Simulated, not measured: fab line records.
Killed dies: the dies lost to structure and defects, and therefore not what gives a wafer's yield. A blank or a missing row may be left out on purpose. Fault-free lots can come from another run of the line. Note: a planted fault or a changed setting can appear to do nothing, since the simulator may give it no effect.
8D (eight disciplines) problem report, filled in by code / flow sky130 / the parts of the form that need people (team, actions taken, sign-off) are left out

== 1. PROBLEM STATEMENT ==
Mean METAL5_ALCU_RS at SKY_METAL5_RS_MEAS_05: 0.0333 ohm/sq over 3 wafers in 3 lots; fault-free wafers: 0.0271 ohm/sq, standard deviation 0.00035. That is +18 standard deviations from the usual mean.
The step: measures by four-point-probe.
Earliest sighting: wafer L836.3 on film_metro-02 at day 44 23:11. Wafers with a number at this step in the record: 30, from 10 lots. By rule, "out" or "out of limits" means more than 4 standard deviations away from the usual mean. The rest of the wafers with a number are treated as sound.

== 2. WHAT IT IS, WHAT IT ISN'T ==
question=which readings at this step | is=METAL5_ALCU_RS | is not=-
question=which lots | is=L836, L837, L839 | is not=L830, L835, L845, L848, L850, L851, L852
question=which wafers of those lots | is=L836.3, L837.5, L839.5 | is not=L836.1, L836.4, L837.4, L837.6, L839.2, L839.6
question=read on which gauges | is=film_metro-02, film_metro-03 | is not=film_metro-04
question=when | is=from day 44 23:11 | is not=up to then (8 sound wafers); but 19 sound wafers of L837, L839, L845, L848, L850, L851, L852 came after

== 3. SUSPECTS, AND WHAT RULES EACH OUT ==
Counting: any tool at a process step up to the reading remains a suspect provided it ran every lot that is out. Sound lots after the first of them don't rule it out here, since some wafers of a struck lot are sound.
- the gauge at SKY_METAL5_RS_MEAS_05 is ruled out. 2 gauges (film_metro-02, film_metro-03) read the wafers that are out.
- pvd_sputter-02 at SKY_METAL5_SPUTTER_02 (material AlCu, target thk 1150 nm, time 61.2 s): kept. It ran every lot that is out, first L836 (day 44 23:04); its last sound lot up to then is L835 (day 44 14:09).
Left after counting: pvd_sputter-02 at SKY_METAL5_SPUTTER_02.

== 4. THE CAUSE (what the simulator had put in) ==
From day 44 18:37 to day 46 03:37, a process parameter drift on pvd_sputter-02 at SKY_METAL5_SPUTTER_02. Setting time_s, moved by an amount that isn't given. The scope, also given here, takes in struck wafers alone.
The count eliminated every tool but this one.

== 5. SEQUENCE OF EFFECTS, ordered by route ==
Each row: a reading where the mean over the struck wafers with a number is more than 3 standard deviations away from the usual. Only readings whose record carries a usual standard deviation are examined. hours: median over the lots of the time between each lot's start at the first step of this table that gives one and its start at this step. sigmas: the change, counted in usual standard deviations.
hours=0; step=SKY_METAL5_RS_MEAS_05; reading=METAL5_ALCU_RS; usual=0.0271 ohm/sq; on struck wafers=0.0333; change=+0.0062; sigmas=+18
hours=0; step=SKY_METAL5_THK_MEAS_06; reading=METAL5_ALCU_THK; usual=1130 nm; on struck wafers=924; change=-206; sigmas=-13
hours=21; step=SKY_METAL5_METAL_ETCH_15; reading=oes_product_au; usual=0.893 a.u.; on struck wafers=0.817; change=-0.076; sigmas=-14
It contains these process steps:
- SKY_METAL5_METAL_ETCH_15: etches the open film in Cl2/BCl3, stops on SiO2, target depth 1260 nm, time 252 s.

== 6. HOW IT WOULD HAVE BEEN CAUGHT EARLIER ==
5 hours passed between the start of the fault at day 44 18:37 and the first reading out of limits at a measuring or inspecting step in this record, taken at day 44 23:11.
An alarm limit of 4 standard deviations would not have fired on the tool readings at SKY_METAL5_SPUTTER_02 for which the record gives a usual standard deviation, since none of them was out on any struck wafer.
Of the lots that are out (3), L837, L839 began SKY_METAL5_SPUTTER_02 on pvd_sputter-02 after day 44 23:11. A hold on the tool at that time would have spared those 2.
